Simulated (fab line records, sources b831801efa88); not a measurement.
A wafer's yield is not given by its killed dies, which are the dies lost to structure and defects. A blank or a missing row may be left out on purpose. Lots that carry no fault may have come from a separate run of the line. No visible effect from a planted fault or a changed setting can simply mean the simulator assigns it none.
2 desks looking at one fault	flow gf180mcu	what lay behind the numbers comes last; until then each desk has only its own

## FOR THE TOOL OWNER'S DESK: implanter-03
GF_HV_LDD_IMPLANT_09, tool's own readings: per-lot mean of the sampled wafers with a number, covering each lot this tool ran. A lot is out of limits, marked OUT, if its mean lies more than 4 standard deviations from the usual mean; the brackets give that distance.
Columns: A = tilt-deg at GF_HV_LDD_IMPLANT_09, usual 7.000 degrees
lot	first seen here	A
L230	day 11 03:43	6.980
L232	day 11 18:37	7.004
L236	day 13 04:37	-0.019 (-99 or more) OUT
L237	day 13 12:32	0.012 (-99 or more) OUT
L248	day 17 05:58	6.996
This desk finds L236, L237 out of limits, L236 being first, at day 13 04:37 (tilt-deg at GF_HV_LDD_IMPLANT_09). Within limits: L230, L232, L248.

## AT THE METROLOGY DESK
What the gauges read for every lot (on any tool): the sampled wafers with a number, averaged. A lot is out of limits, marked OUT, if its mean lies more than 4 standard deviations from the usual mean; the brackets give that distance.
Columns: A = HV_LDD_TW at GF_HV_LDD_TW_MEAS_11, usual 2426; B = cd-nm at GF_HV_LDD_CD_MEAS_19, usual 400.1 nm; C = HV_LDD_RS at GF_HV_LDD_RS_MEAS_53, usual 413.3 ohm/sq
lot	first seen here	A	B	C
L230	day 11 03:57	2435	400.4	415.2
L232	day 11 18:51	2397	399.9	413.3
L234	day 12 09:01	2424	398.4	413.5
L235	day 12 21:15	2439	401.6	412.8
L236	day 13 04:51	2200 (-10) OUT	399.5	392.5 (-21) OUT
L237	day 13 12:47	2208 (-9.9) OUT	401.6	390.7 (-23) OUT
L238	day 13 22:13	2388	400.1	412.3
L243	day 15 05:01	2452	401.4	413.4
L244	day 15 10:21	2388	396.6	412.4
L247	day 16 19:51	2434	397.0	412.1
L248	day 17 06:12	2452	400.2	412.6
L249	day 17 06:29	2446	401.6	412.5
Finding of this desk: L236, L237 out of limits, first seen on L236 at day 13 04:51 (HV_LDD_TW at GF_HV_LDD_TW_MEAS_11). Within limits: L230, L232, L234, L235, L238, L243, L244, L247, L248, L249.

## PUT TOGETHER
On L236, L237, at day 13 04:37, an alarm was possible from the tool owner's desk.
On L236, L237, the metrology desk was in a position to raise an alarm at day 13 04:51.
Every lot named ran GF_HV_LDD_IMPLANT_09 on implanter-03.

## WHAT HAD BEEN PUT IN BY THE SIMULATOR
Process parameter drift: implanter-03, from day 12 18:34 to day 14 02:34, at GF_HV_LDD_IMPLANT_09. A move of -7 in setting tilt-deg, from 7. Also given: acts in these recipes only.
Shown lots that were struck: L236, L237.
Delay (hours) between the fault's onset and each desk's first out-of-limits reading: 10 at the tool owner's desk, 10 at the metrology desk.
